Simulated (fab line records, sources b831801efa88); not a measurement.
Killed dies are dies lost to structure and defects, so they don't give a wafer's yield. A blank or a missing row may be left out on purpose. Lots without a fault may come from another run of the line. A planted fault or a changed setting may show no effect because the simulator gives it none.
Which tool did it? | flow gf180mcu | 12 lots, 36 wafers sampled, at 6 steps of a route of 602

WHAT THE GAUGES READ, wafer by wafer
GF_CONTACT_OVL_MEAS_15. Usual: CONTACT_OVL -3 nm, standard deviation 5.8.
lot  | measured     | on         | CONTACT_OVL (nm) | flag
L695 | day 15 23:19 | overlay-02 | 2 1 5            |
L696 | day 16 09:29 | overlay-02 | -6 -4 -6         |
L698 | day 17 07:37 | overlay-02 | -1 -3 -3         |
L700 | day 17 22:49 | overlay-02 | -4 1 3           |
L701 | day 18 06:14 | overlay-02 | -9 -11 -11       |
L702 | day 18 16:25 | overlay-02 | -13 -14 -13      |
L703 | day 19 02:19 | overlay-02 | 7 4 7            |
L705 | day 19 21:46 | overlay-02 | -8 0 -5          |
L707 | day 20 13:28 | overlay-01 | -5 -1 -5         |
L709 | day 21 07:16 | overlay-02 | -6 -14 -9        |
L710 | day 21 16:13 | overlay-02 | 7 2 2            |
L711 | day 22 00:46 | overlay-01 | -5 -3 -4         |

GF_CONTACT_RS_MEAS_25: measures by four-point-probe. Usual: CONTACT_W_RS 0.384 ohm/sq, standard deviation 0.0034.
lot  | measured     | on            | CONTACT_W_RS (ohm/sq) | flag
L695 | day 16 00:07 | film_metro-02 | 0.384 0.387 0.383     |
L696 | day 16 10:21 | film_metro-02 | 0.384 0.381 0.384     |
L698 | day 17 08:19 | film_metro-01 | 0.383 0.385 0.382     |
L700 | day 17 23:38 | film_metro-04 | 0.385 0.382 0.385     |
L701 | day 18 06:58 | film_metro-02 | 0.377 0.377 0.379     |
L702 | day 18 17:07 | film_metro-01 | 0.384 0.387 0.381     |
L703 | day 19 03:07 | film_metro-01 | 0.380 0.378 0.385     |
L705 | day 19 22:28 | film_metro-02 | 0.381 0.382 0.379     |
L707 | day 20 14:11 | film_metro-04 | 0.386 0.383 0.385     |
L709 | day 21 07:59 | film_metro-02 | 0.381 0.383 0.387     |
L710 | day 21 16:55 | film_metro-01 | 0.388 0.476 0.390     | OFF
L711 | day 22 01:29 | film_metro-01 | 0.389 0.387 0.468     | OFF

GF_CONTACT_THK_MEAS_26: measures by xrf. Usual: CONTACT_W_THK 304 nm, standard deviation 4.2.
lot  | measured     | on            | CONTACT_W_THK (nm) | flag
L695 | day 16 00:14 | film_metro-02 | 306 303 306        |
L696 | day 16 10:26 | film_metro-02 | 305 308 305        |
L698 | day 17 08:26 | film_metro-01 | 308 306 310        |
L700 | day 17 23:44 | film_metro-04 | 296 300 297        |
L701 | day 18 07:04 | film_metro-02 | 309 309 307        |
L702 | day 18 17:14 | film_metro-01 | 307 302 309        |
L703 | day 19 03:14 | film_metro-01 | 310 313 307        |
L705 | day 19 22:35 | film_metro-02 | 306 304 309        |
L707 | day 20 14:18 | film_metro-04 | 298 299 299        |
L709 | day 21 08:05 | film_metro-02 | 304 302 300        |
L710 | day 21 17:02 | film_metro-01 | 305 250 303        | OFF
L711 | day 22 01:35 | film_metro-01 | 303 307 253        | OFF

WHICH TOOL RAN EACH LOT (tool, then ch and the chambers of the sampled wafers, then the start)
lot  | GF_CONTACT_CVD_02               | GF_CONTACT_SPUTTER_23        | GF_CONTACT_CVD_24
L695 | pecvd-01 ch 1,2, day 15 01:45   | pvd_sputter-02, day 15 23:58 | cvd_w-02 ch 0,1, day 16 00:01
L696 | pecvd-04 ch 0,1,2, day 15 11:18 | pvd_sputter-01, day 16 10:09 | cvd_w-02 ch 0,1, day 16 10:13
L698 | pecvd-04 ch 0,1,2, day 16 08:33 | pvd_sputter-01, day 17 08:10 | cvd_w-01 ch 0,1, day 17 08:13
L700 | pecvd-01 ch 0,1, day 16 23:41   | pvd_sputter-01, day 17 23:28 | cvd_w-01 ch 1, day 17 23:31
L701 | pecvd-02 ch 0,1,2, day 17 06:22 | pvd_sputter-04, day 18 06:47 | cvd_w-01 ch 0,1, day 18 06:49
L702 | pecvd-02 ch 0,1,2, day 17 15:43 | pvd_sputter-01, day 18 16:58 | cvd_w-01 ch 0,1, day 18 17:00
L703 | pecvd-02 ch 1,2, day 18 01:55   | pvd_sputter-04, day 19 02:52 | cvd_w-02 ch 1, day 19 02:55
L705 | pecvd-01 ch 0,1,2, day 18 21:47 | pvd_sputter-02, day 19 22:19 | cvd_w-02 ch 0,1, day 19 22:22
L707 | pecvd-04 ch 0,1, day 19 12:28   | pvd_sputter-04, day 20 14:02 | cvd_w-01 ch 0,1, day 20 14:05
L709 | pecvd-01 ch 0,1, day 20 06:34   | pvd_sputter-02, day 21 07:49 | cvd_w-01 ch 0,1, day 21 07:52
L710 | pecvd-01 ch 0,1,2, day 20 15:29 | pvd_sputter-04, day 21 16:47 | cvd_w-02 ch 0,1, day 21 16:49
L711 | pecvd-01 ch 0,1,2, day 21 00:43 | pvd_sputter-04, day 22 01:19 | cvd_w-02 ch 0,1, day 22 01:22
- GF_CONTACT_CVD_02: deposits SiO2 from TEOS, target thk 860 nm, time 95.992 s.
- GF_CONTACT_SPUTTER_23: material TiN, target thk 10 nm, time 40 s.
- GF_CONTACT_CVD_24: deposits W, target thk 300 nm, time 90.339 s.

WHAT THE TOOLS THEMSELVES READ (means of the sampled wafers that have a number; where no wafer has one, the mark that the record gives instead)
GF_CONTACT_CVD_02. Usual: heater_power_w 661 W, standard deviation 84.
lot  | tool     | heater_power_w (W) | flag
L695 | pecvd-01 | 640                |
L696 | pecvd-04 | 682                |
L698 | pecvd-04 | 645                |
L700 | pecvd-01 | 621                |
L701 | pecvd-02 | 677                |
L702 | pecvd-02 | 696                |
L703 | pecvd-02 | 657                |
L705 | pecvd-01 | 646                |
L707 | pecvd-04 | 693                |
L709 | pecvd-01 | 617                |
L710 | pecvd-01 | 691                |
L711 | pecvd-01 | 603                |

GF_CONTACT_SPUTTER_23. Usual: throttle_valve_pct 30.2 %, standard deviation 1.
lot  | tool           | throttle_valve_pct (%) | flag
L695 | pvd_sputter-02 | 31.2                   |
L696 | pvd_sputter-01 | 29.9                   |
L698 | pvd_sputter-01 | 29.6                   |
L700 | pvd_sputter-01 | 29.0                   |
L701 | pvd_sputter-04 | 30.6                   |
L702 | pvd_sputter-01 | 29.6                   |
L703 | pvd_sputter-04 | 30.8                   |
L705 | pvd_sputter-02 | 29.8                   |
L707 | pvd_sputter-04 | 30.6                   |
L709 | pvd_sputter-02 | 30.6                   |
L710 | pvd_sputter-04 | 30.6                   |
L711 | pvd_sputter-04 | 30.9                   |

GF_CONTACT_CVD_24. Usual: heater_power_w 918 W, standard deviation 100.
lot  | tool     | heater_power_w (W) | flag
L695 | cvd_w-02 | 940                |
L696 | cvd_w-02 | 903                |
L698 | cvd_w-01 | 963                |
L700 | cvd_w-01 | 797                |
L701 | cvd_w-01 | 875                |
L702 | cvd_w-01 | 888                |
L703 | cvd_w-02 | 943                |
L705 | cvd_w-02 | 923                |
L707 | cvd_w-01 | 959                |
L709 | cvd_w-01 | 880                |
L710 | cvd_w-02 | 927                |
L711 | cvd_w-02 | 912                |

THE ANSWER, worked out from the rows above alone
Rule: a lot is off if the mean of its wafers that have a number lies more than 3 standard deviations from the usual mean. A lot without any number at a reading at which 4 lots or more have one is off too. The other lots that the step has rows for count as sound. The gauges are gone through in route order, then the tools' own readings, and for those a lot's mean is taken as printed above. The first step at which some lot is off is used, and at that step the reading that is off furthest; a lot without a number counts as furthest.
Off: L710, L711, at GF_CONTACT_RS_MEAS_25 (CONTACT_W_RS).
A tool fits if, at a process step before that reading, it ran every lot that is off, and no sound lot after the first of them. The gauges at GF_CONTACT_RS_MEAS_25 are tried like those tools. Can't be told from this: 4 tools fit, pecvd-01 at GF_CONTACT_CVD_02, pvd_sputter-04 at GF_CONTACT_SPUTTER_23, cvd_w-02 at GF_CONTACT_CVD_24, film_metro-01 at GF_CONTACT_RS_MEAS_25.

WHAT THE SIMULATOR HAD PUT IN
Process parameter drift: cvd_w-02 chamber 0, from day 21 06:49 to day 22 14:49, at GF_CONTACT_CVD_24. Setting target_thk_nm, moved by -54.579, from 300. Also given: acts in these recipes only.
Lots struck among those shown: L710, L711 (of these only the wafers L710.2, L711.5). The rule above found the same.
